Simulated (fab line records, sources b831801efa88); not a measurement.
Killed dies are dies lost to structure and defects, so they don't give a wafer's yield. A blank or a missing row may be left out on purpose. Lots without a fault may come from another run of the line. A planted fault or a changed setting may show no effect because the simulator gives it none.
One fault seen from 2 desks | flow sky130 | each desk has only its own numbers; what lay behind them comes last

THE METROLOGY DESK
What the gauges read, lot by lot, whatever tool the lot ran on: means of the sampled wafers that have a number. A lot is out of limits, marked OUT, if its mean lies more than 4 standard deviations from the usual mean; the brackets give that distance.
Columns: A = PAD_OPEN_BOW at SKY_PAD_OPEN_BOW_MEAS_13, usual 44 um
lot  | first seen here | A
L798 | day 46 00:47    | 35
L799 | day 46 03:19    | 41
L800 | day 46 05:53    | 44
L801 | day 46 13:47    | 45
L802 | day 46 16:42    | 49
L804 | day 47 05:47    | 48
L805 | day 47 17:10    | 30
L806 | day 47 23:02    | 40
L809 | day 49 07:02    | 39
L812 | day 49 18:19    | 48
L811 | day 49 20:47    | 51
L815 | day 50 05:41    | 53
L821 | day 51 07:20    | 47
This desk's finding: nothing out of limits on any of the 13 lots.

THE TOOL OWNER'S DESK: cvd_w-01
The tool's own readings at SKY_VIA4_CVD_18 (deposits W, target thk 505 nm, time 152.14 s): means of the sampled wafers that have a number, for each lot that ran on this tool. A lot is out of limits, marked OUT, if its mean lies more than 4 standard deviations from the usual mean; the brackets give that distance.
Columns: A = heater_power_w at SKY_VIA4_CVD_18, usual 833 W
lot  | first seen here | A
L798 | day 43 02:54    | 844
L800 | day 43 07:37    | 863
L804 | day 44 10:35    | 853
L805 | day 45 00:02    | 845
L806 | day 45 06:32    | 867
L809 | day 46 18:02    | 858
L812 | day 47 06:06    | 858
This desk's finding: nothing out of limits on any of the 7 lots.

PUT TOGETHER
The metrology desk saw nothing out of limits.
The tool owner's desk saw nothing out of limits.

WHAT THE SIMULATOR HAD PUT IN
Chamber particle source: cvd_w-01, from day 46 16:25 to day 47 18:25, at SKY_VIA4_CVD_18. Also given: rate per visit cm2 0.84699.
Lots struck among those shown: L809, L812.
